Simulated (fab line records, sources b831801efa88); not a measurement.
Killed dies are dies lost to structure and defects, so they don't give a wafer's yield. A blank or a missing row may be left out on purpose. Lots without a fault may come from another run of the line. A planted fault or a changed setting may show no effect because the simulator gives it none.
fab line records | flow sky130
record lots=6 wafers=18 last_day=50
route steps=708 shown CONTACT@417 PAD_OPEN@708
lots that met no fault: from a run of the same line without faults
start_h: hours from the record's first day to the start of the lot's first wafer shown | wait_h: hours since the lot's step before | " the same as in the row above | L1.1+2: a row that stands for several wafers | - no value, or no start given | * or withheld: withheld | < > ~ a bound
route shown NAME@n: a module of which the file shows steps, and the number in the route of the first | usual: mean/standard deviation of fault-free wafers | same: alike in all rows | chamber/n: place in a boat | sites: the reading at each site | _std_site: their standard deviation | _edge_site: outer sites' mean less inner sites' | radius_mm: how far each site lies from the wafer's centre | mask NAME#n: copy n | behind: the tool/chamber that last shaped the wafer | hold: why the lot was held/for how many hours/how that ended | device: the transistor (n, p or np) that didn't switch | end of line: the same wafers' tests at the end of the route | a step without rows: its recipe alone | killed: dies lost to structure and defects at the first sort, not the wafer's yield | map: a wafer's dies, x killed, . not, _ none there
set.NAME: the setting as run; set.NAME@STEP: as run at that earlier step | model.NAME: the simulator's own value behind a step, which no gauge read
lots at some steps of the route; a table a step, a row a wafer
services: from which hour (start_h, from the record's first day; less than 0 if before it) a tool's chamber was out of use, for how many hours, and why
## steps
# step SKY_CONTACT_EXPOSE_11
# recipe mask_id=CTM1 na=0.8 source_shape=annular sigma_inner=0.55 sigma_outer=0.85 target_cd_nm=170 dose_mj=38
# step SKY_CONTACT_PEB_12
# recipe peb_temp_c=withheld peb_time_s=withheld resist=KrF-thick
# step SKY_CONTACT_DEVELOP_13
# recipe develop_time_s=60 resist=KrF-thick dev_temp_c=21
# step SKY_CONTACT_CD_MEAS_14
# recipe target_cd_nm=170
# usual cd_nm=169.6/1.3
# columns lot.wafer tool chamber start_h wait_h cd_nm
L937.3 cd_sem-01 - 785.65 - 167.8
L937.5 " - " " 168.6
L937.6 " - " " 169.6
L940.2 cd_sem-01 - 807.74 - 170.1
L940.4 " - " " 170.0
L940.5 " - " " 170.2
L942.2 cd_sem-01 - 821.76 - 169.5
L942.5 " - " " 168.9
L942.6 " - " " 168.2
L943.1 cd_sem-01 - 837.22 - 169.3
L943.2 " - " " 170.8
L943.4 " - " " 169.4
L949.2 cd_sem-01 - 874.59 - 169.1
L949.4 " - " " 169.4
L949.6 " - " " 169.6
L953.3 cd_sem-01 - 901.78 - 168.6
L953.4 " - " " 169.1
L953.6 " - " " 169.2
# step SKY_CONTACT_OVL_MEAS_15
# usual CONTACT_OVL=0/5.6
# columns lot.wafer tool chamber start_h wait_h CONTACT_OVL[nm]
L937.3 overlay-01 - 785.74 0.1 -4
L937.5 " - " " 2
L937.6 " - " " -10
L940.2 overlay-02 - 807.85 0.1 8
L940.4 " - " " 14
L940.5 " - " " 1
L942.2 overlay-02 - 821.87 0.1 -17
L942.5 " - " " -4
L942.6 " - " " -10
L943.1 overlay-02 - 837.34 0.1 -1
L943.2 " - " " 2
L943.4 " - " " -3
L949.2 overlay-02 - 874.70 0.1 -8
L949.4 " - " " -9
L949.6 " - " " -4
L953.3 overlay-01 - 901.87 0.1 7
L953.4 " - " " 12
L953.6 " - " " 8
# step SKY_CONTACT_ETCH_16
# recipe chemistry=N2/H2 target=BARC ion_energy_ev=200 source_w=500 bias_w=100 pressure_mtorr=30 n2_flow_sccm=100 h2_flow_sccm=200 stop_on=SiO2 time_s=45.9 target_depth_a=600
# usual drypump_motor_current_A=5.7/0.62 n2_flow_sccm=100.02/0.28 oes_product_au=0.854/0.0049 throttle_valve_pct=13.224/0.0092
# columns lot.wafer tool chamber start_h wait_h drypump_motor_current_A n2_flow_sccm oes_product_au rf_hours_counter_h throttle_valve_pct
L937.3 rie_diel-04 1 785.76 0.0 6.0 99.69 0.849 14 13.236
L937.5 " 3 " " 6.6 99.89 0.860 - 13.234
L937.6 " 0 " " 5.6 99.86 0.855 - 13.232
L940.2 rie_diel-04 1 807.88 0.0 6.1 99.70 0.853 15 13.230
L940.4 " 3 " " 6.6 100.27 0.848 14 13.225
L940.5 " 2 " " 5.3 100.03 0.843 - 13.226
L942.2 rie_diel-03 3 821.90 0.0 4.6 100.10 0.857 25 13.232
L942.5 " 3 " " 4.6 100.10 0.854 - 13.209
L942.6 " 0 " " 6.6 99.90 0.849 - 13.230
L943.1 rie_diel-03 2 837.38 0.0 5.1 99.75 0.862 17 13.233
L943.2 " 1 " " 5.8 100.39 0.854 12 13.218
L943.4 " 3 " " 4.6 100.07 0.851 25 13.210
L949.2 rie_diel-01 0 874.73 0.0 6.6 99.91 0.849 13 13.220
L949.4 " 2 " " 5.1 99.89 0.846 26 13.227
L949.6 " 3 " " 5.7 100.26 0.855 - 13.231
L953.3 rie_diel-03 0 901.90 0.0 6.6 99.90 0.851 4 13.219
L953.4 " 3 " " 4.6 99.82 0.857 1 13.226
L953.6 " 2 " " 5.1 99.90 0.852 - 13.235
# step SKY_CONTACT_ETCH_17
# recipe target=SiO2 chemistry=C4F8/O2/Ar stop_on=Si3N4 mask_material=KrF-thick source_w=1500 bias_w=1200 pressure_mtorr=40 c4f8_flow_sccm=withheld O2_flow_sccm=6 Ar_flow_sccm=300 time_s=withheld target_depth_a=3400
# usual oes_product_au=0.892/0.0046
# columns lot.wafer tool chamber start_h wait_h oes_product_au
L937.3 rie_diel-04 1 785.81 0.0 0.893
L937.5 " 3 " " 0.887
L937.6 " 0 " " 0.891
L940.2 rie_diel-04 1 807.92 0.0 0.892
L940.4 " 3 " " 0.898
L940.5 " 2 " " 0.891
L942.2 rie_diel-03 3 821.94 0.0 0.895
L942.5 " 3 " " 0.892
L942.6 " 0 " " 0.888
L943.1 rie_diel-03 2 837.42 0.0 0.893
L943.2 " 1 " " 0.896
L943.4 " 3 " " 0.890
L949.2 rie_diel-01 0 874.77 0.0 0.890
L949.4 " 2 " " 0.898
L949.6 " 3 " " 0.892
L953.3 rie_diel-03 0 901.94 0.0 0.894
L953.4 " 3 " " 0.895
L953.6 " 2 " " 0.897
# step SKY_CONTACT_ETCH_18
# recipe target=Si3N4 chemistry=CHF3/O2 stop_on=TiN source_w=600 bias_w=200 pressure_mtorr=40 chf3_flow_sccm=50 O2_flow_sccm=5 time_s=39 target_depth_a=750
# usual drypump_motor_current_A=5.7/0.61 oes_product_au=0.853/0.0078 throttle_valve_pct=8.793/0.0095
# columns lot.wafer tool chamber start_h wait_h drypump_motor_current_A oes_product_au rf_hours_counter_h throttle_valve_pct
L937.3 rie_diel-04 1 - - 6.1 0.849 14 8.815
L937.5 " 3 " " 6.6 0.853 - 8.788
L937.6 " 0 " " 5.6 0.853 - 8.802
L940.2 rie_diel-04 1 - - 6.1 0.847 15 8.796
L940.4 " 3 " " 6.6 0.849 14 8.791
L940.5 " 2 " " 5.3 0.856 - 8.784
L942.2 rie_diel-03 3 - - 4.6 0.851 25 8.794
L942.5 " 3 " " 4.6 0.853 - 8.790
L942.6 " 0 " " 6.5 0.865 - 8.786
L943.1 rie_diel-03 2 - - 5.1 0.841 17 8.783
L943.2 " 1 " " 5.8 0.846 12 8.810
L943.4 " 3 " " 4.6 0.853 25 8.803
L949.2 rie_diel-01 0 - - 6.6 0.839 13 8.774
L949.4 " 2 " " 5.1 0.866 26 8.793
L949.6 " 3 " " 5.7 0.860 - 8.783
L953.3 rie_diel-03 0 - - 6.6 0.858 4 8.805
L953.4 " 3 " " 4.6 0.864 1 8.799
L953.6 " 2 " " 5.2 0.868 - 8.792
# step SKY_CONTACT_STRIP_19
# recipe chemistry=O2/N2 power_w=1400 pressure_mtorr=1500 platen_temp_c=withheld o2_flow_sccm=3000 n2_flow_sccm=300 overash_fraction=0.5
# usual drypump_motor_current_A=6.16/0.26 n2_flow_sccm=300.0/1 oes_product_au=0.381/0.0045 strip_time_to_endpoint_s=3.62/0.034
# columns lot.wafer tool chamber start_h wait_h drypump_motor_current_A n2_flow_sccm oes_product_au rf_hours_counter_h strip_time_to_endpoint_s
L937.3 plasma_asher-01 0 785.93 - 5.88 299.3 0.386 - 3.65
L937.5 " 0 " " 5.88 299.1 0.377 - 3.56
L937.6 " 1 " " 5.70 299.3 0.387 - 3.62
L940.2 plasma_asher-03 1 808.01 - 6.32 297.8 0.385 100 3.66
L940.4 " 0 " " 6.07 299.6 0.376 - 3.58
L940.5 " 1 " " 6.31 298.4 0.375 - 3.62
L942.2 plasma_asher-01 1 822.03 - 5.73 301.1 0.383 9 3.61
L942.5 " 1 " " 5.74 301.7 0.375 - 3.60
L942.6 " 0 " " 5.87 300.6 0.378 - 3.64
L943.1 plasma_asher-03 1 837.51 - 6.30 299.6 0.371 103 3.62
L943.2 " 0 " " 6.08 299.9 0.389 103 3.64
L943.4 " 1 " " 6.30 298.6 0.380 - 3.63
L949.2 plasma_asher-03 1 874.86 - 6.32 301.3 0.376 107 3.58
L949.4 " 0 " " 6.07 300.8 0.378 - 3.65
L949.6 " 0 " " 6.08 301.5 0.384 - 3.64
L953.3 plasma_asher-03 0 902.06 - 6.04 298.2 0.380 - 3.63
L953.4 " 1 " " 6.31 301.8 0.372 - 3.57
L953.6 " 1 " " 6.31 300.6 0.387 - 3.67
# step SKY_CONTACT_STRIP_20
# recipe chemistry=post_etch_residue_remover time_s=1200 temp_c=72.5
# step SKY_CONTACT_CLEAN_21
# recipe chemistry=IPA time_s=180 temp_c=25
# step SKY_CONTACT_CLEAN_22
# recipe chemistry=O3/DIW dry=n2_spin
# step SKY_CONTACT_SPUTTER_23
# recipe material=TiN target_thk_nm=20 chamber_pressure_pa=5 power_w=4000 time_s=80
# usual cathode_dc_power_W=4000.0/0.69 chamber_pressure_pa=5.002/0.01 throttle_valve_pct=30.2/0.62
# columns lot.wafer tool chamber start_h wait_h cathode_dc_power_W chamber_pressure_pa throttle_valve_pct
L937.3 pvd_sputter-04 - 786.49 0.0 3999.5 4.984 30.7
L937.5 " - " " 3998.9 5.015 29.7
L937.6 " - " " 4001.2 4.999 30.8
L940.2 pvd_sputter-04 - 808.60 0.0 4000.0 5.000 30.5
L940.4 " - " " 3999.7 4.993 30.6
L940.5 " - " " 4000.8 4.998 30.6
L942.2 pvd_sputter-03 - 822.63 0.0 - - -
L942.5 " - " " - - -
L942.6 " - " " - - -
L943.1 pvd_sputter-04 - 838.10 0.0 - - -
L943.2 " - " " - - -
L943.4 " - " " - - -
L949.2 pvd_sputter-03 - 875.45 0.0 3999.7 4.991 30.5
L949.4 " - " " 4000.4 5.007 30.5
L949.6 " - " " 3999.7 4.997 30.5
L953.3 pvd_sputter-03 - 902.62 0.0 4000.3 5.002 30.5
L953.4 " - " " 4000.0 5.001 30.4
L953.6 " - " " 3999.8 5.006 30.5
# step SKY_CONTACT_CVD_24
# recipe material=W target_thk_nm=340 time_s=102.12 temp_c=400 pressure_torr=40
# usual chamber_pressure_Torr=40.01/0.087 heater_power_w=912/54
# columns lot.wafer tool chamber start_h wait_h chamber_pressure_Torr heater_power_w
L937.3 cvd_w-02 0 786.59 0.1 39.87 951
L937.5 " 0 " " 39.98 966
L937.6 " 1 " " 40.04 902
L940.2 cvd_w-02 1 808.66 0.0 40.00 895
L940.4 " 1 " " 40.12 901
L940.5 " 0 " " 39.83 959
L942.2 cvd_w-01 1 822.69 0.0 40.24 951
L942.5 " 0 " " 39.99 795
L942.6 " 1 " " 40.04 969
L943.1 cvd_w-02 1 838.16 0.0 39.99 908
L943.2 " 0 " " 39.93 965
L943.4 " 1 " " 39.94 851
L949.2 cvd_w-02 1 875.51 0.0 39.99 870
L949.4 " 0 " " 39.90 968
L949.6 " 1 " " 39.94 895
L953.3 cvd_w-02 0 902.72 0.1 39.97 942
L953.4 " 1 " " 39.93 912
L953.6 " 1 " " 39.99 883
# step SKY_PAD_OPEN_PROBE_99
# usual killed_at_M0_to_M3=43/7.6 killed_at_M4_up=2.9/1.7 killed_at_contacts=24/5.5 killed_at_front_end=15/4.2 killed_at_other=0.3/0.52 killed_dies=86/9.4 killed_on_rim=17/4 killed_open=47/7 killed_short=39/6.4
# same gross_dies=492 killed_at_back_side=0
# columns lot.wafer tool chamber start_h wait_h hold killed_at_M0_to_M3 killed_at_M4_up killed_at_contacts killed_at_front_end killed_at_other killed_dies killed_on_rim killed_open killed_short
L937.3 prober-02 - 1114.99 0.2 - 43 3 29 15 0 90 19 51 36
L937.5 prober-02 - 1115.09 0.2 - 34 1 24 12 0 71 13 39 32
L937.6 prober-02 - 1115.14 0.2 - 45 3 19 20 0 87 17 37 48
L940.2 prober-01 - 1130.69 0.1 - 50 2 19 10 0 81 15 40 41
L940.4 prober-01 - 1130.79 0.2 - 43 7 25 18 1 94 22 41 52
L940.5 prober-01 - 1130.84 0.2 - 30 4 37 16 0 87 14 51 36
L942.2 prober-01 - 1143.65 0.1 await_dispo/2.4h/scrap 39 1 438 14 0 492 96 51 30
L942.5 prober-01 - 1143.80 0.2 await_dispo/2.4h/scrap 48 4 429 11 0 492 96 48 41
L942.6 prober-01 - 1143.85 0.2 await_dispo/2.4h/scrap 41 3 428 20 0 492 96 54 39
L943.1 prober-02 - 1151.93 0.1 await_dispo/2.8h/scrap 32 6 439 15 0 492 96 30 36
L943.2 prober-02 - 1151.98 0.1 await_dispo/2.8h/scrap 32 3 438 19 0 492 96 43 35
L943.4 prober-02 - 1152.08 0.2 await_dispo/2.8h/scrap 38 2 438 14 0 492 96 43 34
L949.2 prober-02 - 1179.83 0.1 - 42 2 22 12 0 78 14 45 33
L949.4 prober-02 - 1179.93 0.2 - 36 2 27 17 0 82 17 47 35
L949.6 prober-02 - 1180.03 0.2 - 37 1 32 12 0 82 19 49 33
L953.3 prober-02 - 1195.98 0.2 - 36 5 30 11 1 83 17 53 30
L953.4 prober-02 - 1196.03 0.2 - 37 2 23 13 1 76 14 41 33
L953.6 prober-02 - 1196.13 0.2 - 34 2 24 16 1 77 16 40 36
# killed by level:class
L937.3 VIA1:geometric_particle:open=10 CONTACT:geometric_particle:open=10 LI_CONTACT:geometric_particle:open=8 VIA2:geometric_particle:open=8 VIA3:geometric_particle:short=5 LI_CONTACT:geometric_particle:short=4 METAL2:geometric_particle:short=4 VIA3:geometric_particle:open=4
L937.5 CONTACT:geometric_particle:open=9 VIA1:geometric_particle:open=9 LI_CONTACT:geometric_particle:open=7 METAL2:geometric_particle:short=5 CONTACT:geometric_particle:short=4 VIA1:geometric_particle:short=4 POLY_GATE:geometric_particle:open=3 SPACER:geometric_particle:short=3
L937.6 VIA1:geometric_particle:open=8 METAL2:geometric_particle:short=7 LI_CONTACT:geometric_particle:short=6 POLY_GATE:geometric_particle:short=5 CONTACT:geometric_particle:open=5 METAL1:geometric_particle:short=4 METAL2:geometric_particle:open=4 VIA2:geometric_particle:open=4
L940.2 METAL1:geometric_particle:short=11 VIA1:geometric_particle:open=11 VIA3:geometric_particle:open=9 LOCAL_INTERCONNECT:geometric_particle:short=7 CONTACT:geometric_particle:open=6 METAL2:geometric_particle:short=5 VIA2:geometric_particle:open=5 LI_CONTACT:geometric_particle:open=4
L940.4 VIA1:geometric_particle:open=9 METAL1:geometric_particle:short=8 CONTACT:geometric_particle:short=7 VIA2:geometric_particle:open=7 FIELD_ISO:geometric_particle:short=6 LOCAL_INTERCONNECT:geometric_particle:short=6 CONTACT:geometric_particle:open=6 METAL2:geometric_particle:short=6
L940.5 CONTACT:geometric_particle:open=22 POLY_GATE:geometric_particle:short=7 VIA2:geometric_particle:open=6 LI_CONTACT:geometric_particle:open=5 LOCAL_INTERCONNECT:geometric_particle:short=4 CONTACT:geometric_particle:short=4 METAL2:geometric_particle:short=4 VIA3:geometric_particle:open=4
L942.2 CONTACT:area_sputter=411 CONTACT:geometric_particle:open=12 VIA1:geometric_particle:open=10 CONTACT:geometric_particle:short=7 VIA2:geometric_particle:open=7 LI_CONTACT:geometric_particle:open=5 METAL1:geometric_particle:short=5 VIA3:geometric_particle:open=5
L942.5 CONTACT:area_sputter=403 CONTACT:geometric_particle:open=13 METAL2:geometric_particle:short=9 VIA1:geometric_particle:open=8 VIA3:geometric_particle:open=8 METAL1:geometric_particle:short=7 FIELD_ISO:geometric_particle:open=5 VIA2:geometric_particle:open=5
L942.6 CONTACT:area_sputter=398 CONTACT:geometric_particle:open=14 VIA1:geometric_particle:open=11 VIA3:geometric_particle:open=9 CONTACT:geometric_particle:short=7 FIELD_ISO:geometric_particle:short=6 VIA2:geometric_particle:open=5 FIELD_ISO:geometric_particle:open=4
L943.1 CONTACT:area_sputter=422 VIA1:geometric_particle:open=8 CONTACT:geometric_particle:open=6 FIELD_ISO:geometric_particle:short=5 POLY_GATE:geometric_particle:short=5 CONTACT:geometric_particle:short=5 VIA1:geometric_particle:short=4 METAL3:geometric_particle:short=4
L943.2 CONTACT:area_sputter=413 CONTACT:geometric_particle:open=10 LI_CONTACT:geometric_particle:open=7 POLY_GATE:geometric_particle:open=6 VIA3:geometric_particle:open=5 LI_CONTACT:geometric_particle:short=4 VIA1:geometric_particle:open=4 VIA3:geometric_particle:short=4
L943.4 CONTACT:area_sputter=413 CONTACT:geometric_particle:open=12 VIA1:geometric_particle:open=9 VIA3:geometric_particle:open=6 LI_CONTACT:geometric_particle:open=5 VIA1:geometric_particle:short=5 FIELD_ISO:geometric_particle:open=4 FIELD_ISO:geometric_particle:short=4
L949.2 VIA1:geometric_particle:open=11 CONTACT:geometric_particle:open=11 VIA1:geometric_particle:short=7 VIA3:geometric_particle:open=7 FIELD_ISO:geometric_particle:short=6 LOCAL_INTERCONNECT:geometric_particle:short=5 VIA2:geometric_particle:open=5 LI_CONTACT:geometric_particle:open=4
L949.4 VIA1:geometric_particle:open=10 CONTACT:geometric_particle:open=9 VIA2:geometric_particle:open=7 FIELD_ISO:geometric_particle:short=6 CONTACT:geometric_particle:short=6 LI_CONTACT:geometric_particle:open=5 VIA3:geometric_particle:open=5 FIELD_ISO:geometric_particle:open=4
L949.6 CONTACT:geometric_particle:open=14 VIA1:geometric_particle:open=11 LI_CONTACT:geometric_particle:open=7 VIA3:geometric_particle:short=5 METAL1:geometric_particle:short=5 LOCAL_INTERCONNECT:geometric_particle:short=4 CONTACT:geometric_particle:short=4 VIA1:geometric_particle:short=4
L953.3 LI_CONTACT:geometric_particle:open=13 CONTACT:geometric_particle:open=8 VIA1:geometric_particle:open=8 VIA1:geometric_particle:short=7 VIA3:geometric_particle:open=6 VIA2:geometric_particle:open=5 POLY_GATE:geometric_particle:open=4 CONTACT:geometric_particle:short=4
L953.4 VIA3:geometric_particle:open=10 CONTACT:geometric_particle:short=7 METAL2:geometric_particle:short=7 LI_CONTACT:geometric_particle:open=6 CONTACT:geometric_particle:open=5 VIA1:geometric_particle:open=5 VIA2:geometric_particle:open=4 FIELD_ISO:geometric_particle:open=3
L953.6 CONTACT:geometric_particle:short=8 CONTACT:geometric_particle:open=7 VIA2:geometric_particle:open=6 VIA1:geometric_particle:open=6 VIA3:geometric_particle:open=5 METAL2:geometric_particle:short=5 FIELD_ISO:geometric_particle:open=4 SPACER:geometric_particle:short=4
# map L942.2 (x killed, . not)
__________xxxxxxxxxx_________
________xxxxxxxxxxxxxx_______
______xxxxxxxxxxxxxxxxxx_____
_____xxxxxxxxxxxxxxxxxxxx____
____xxxxxxxxxxxxxxxxxxxxxx___
___xxxxxxxxxxxxxxxxxxxxxxxx__
__xxxxxxxxxxxxxxxxxxxxxxxxxx_
_xxxxxxxxxxxxxxxxxxxxxxxxxxxx
_xxxxxxxxxxxxxxxxxxxxxxxxxxxx
_xxxxxxxxxxxxxxxxxxxxxxxxxxxx
_xxxxxxxxxxxxxxxxxxxxxxxxxxxx
_xxxxxxxxxxxxxxxxxxxxxxxxxxxx
_xxxxxxxxxxxxxxxxxxxxxxxxxxxx
_xxxxxxxxxxxxxxxxxxxxxxxxxxxx
_xxxxxxxxxxxxxxxxxxxxxxxxxxxx
__xxxxxxxxxxxxxxxxxxxxxxxxxx_
___xxxxxxxxxxxxxxxxxxxxxxxx__
____xxxxxxxxxxxxxxxxxxxxxx___
_____xxxxxxxxxxxxxxxxxxxx____
______xxxxxxxxxxxxxxxxxx_____
________xxxxxxxxxxxxxx_______
__________xxxxxxxxxx_________
# map L943.1 (x killed, . not)
__________xxxxxxxxxx_________
________xxxxxxxxxxxxxx_______
______xxxxxxxxxxxxxxxxxx_____
_____xxxxxxxxxxxxxxxxxxxx____
____xxxxxxxxxxxxxxxxxxxxxx___
___xxxxxxxxxxxxxxxxxxxxxxxx__
__xxxxxxxxxxxxxxxxxxxxxxxxxx_
_xxxxxxxxxxxxxxxxxxxxxxxxxxxx
_xxxxxxxxxxxxxxxxxxxxxxxxxxxx
_xxxxxxxxxxxxxxxxxxxxxxxxxxxx
_xxxxxxxxxxxxxxxxxxxxxxxxxxxx
_xxxxxxxxxxxxxxxxxxxxxxxxxxxx
_xxxxxxxxxxxxxxxxxxxxxxxxxxxx
_xxxxxxxxxxxxxxxxxxxxxxxxxxxx
_xxxxxxxxxxxxxxxxxxxxxxxxxxxx
__xxxxxxxxxxxxxxxxxxxxxxxxxx_
___xxxxxxxxxxxxxxxxxxxxxxxx__
____xxxxxxxxxxxxxxxxxxxxxx___
_____xxxxxxxxxxxxxxxxxxxx____
______xxxxxxxxxxxxxxxxxx_____
________xxxxxxxxxxxxxx_______
__________xxxxxxxxxx_________
## services
# columns tool chamber start_h hours kind
cvd_w-02 - 773.42 6.9 pm
rie_diel-04 1 779.01 6.4 repair
rie_diel-04 - 788.21 0.8 repair
cvd_w-01 - 800.97 2.8 pm
rie_diel-01 3 820.58 2.0 repair
plasma_asher-01 - 826.01 0.5 repair
rie_diel-03 3 826.75 6.9 repair
pvd_sputter-04 - 827.80 9.9 repair
pvd_sputter-03 - 833.20 2.4 repair
cvd_w-01 0 841.80 6.0 repair
cvd_w-02 0 846.11 1.4 repair
rie_diel-03 3 848.92 - clean
rie_diel-03 3 848.92 38.6 scheduled_down
rie_diel-03 3 848.92 38.6 vent_cycle
rie_diel-04 - 856.83 0.5 repair
pvd_sputter-04 - 866.49 0.6 repair
plasma_asher-01 - 867.70 3.3 repair
cvd_w-01 - 870.70 1.6 repair
rie_diel-03 1 894.74 1.9 repair
## key
first_sign step=SKY_CONTACT_SPUTTER_23 reading=tool_record direction=missing
effect step=SKY_PAD_OPEN_PROBE_99 reading=killed_at_contacts direction=up sigmas=75 usual=24 struck=435
more_kills_born_at SKY_CONTACT_SPUTTER_23@pvd_sputter-04=1242 SKY_CONTACT_SPUTTER_23@pvd_sputter-03=1207
met_at SKY_CONTACT_SPUTTER_23
struck_wafers L942.2,L942.5,L942.6,L943.1,L943.2,L943.4
later_rows_left_out L942.2,L942.5,L942.6,L943.1,L943.2,L943.4
tester_left_out L942,L943
onset_between 808.60 822.63
fault kind=skipped_step_whole tool=pvd_sputter-03,pvd_sputter-04 chamber=- onset_h=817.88 steps=SKY_CONTACT_SPUTTER_23 scope=struck_lots_only
# tester_left_out: of these lots the tester's yield and bins aren't shown, on N5 and GAA mostly nor the transistor test; their killed dies are dies lost to structure and defects alone, not to doping, threshold or leakage, so they don't give the yield
# later_rows_left_out: the simulator's readings of these wafers behind a module that went badly wrong aren't trusted and aren't shown, but for the sort
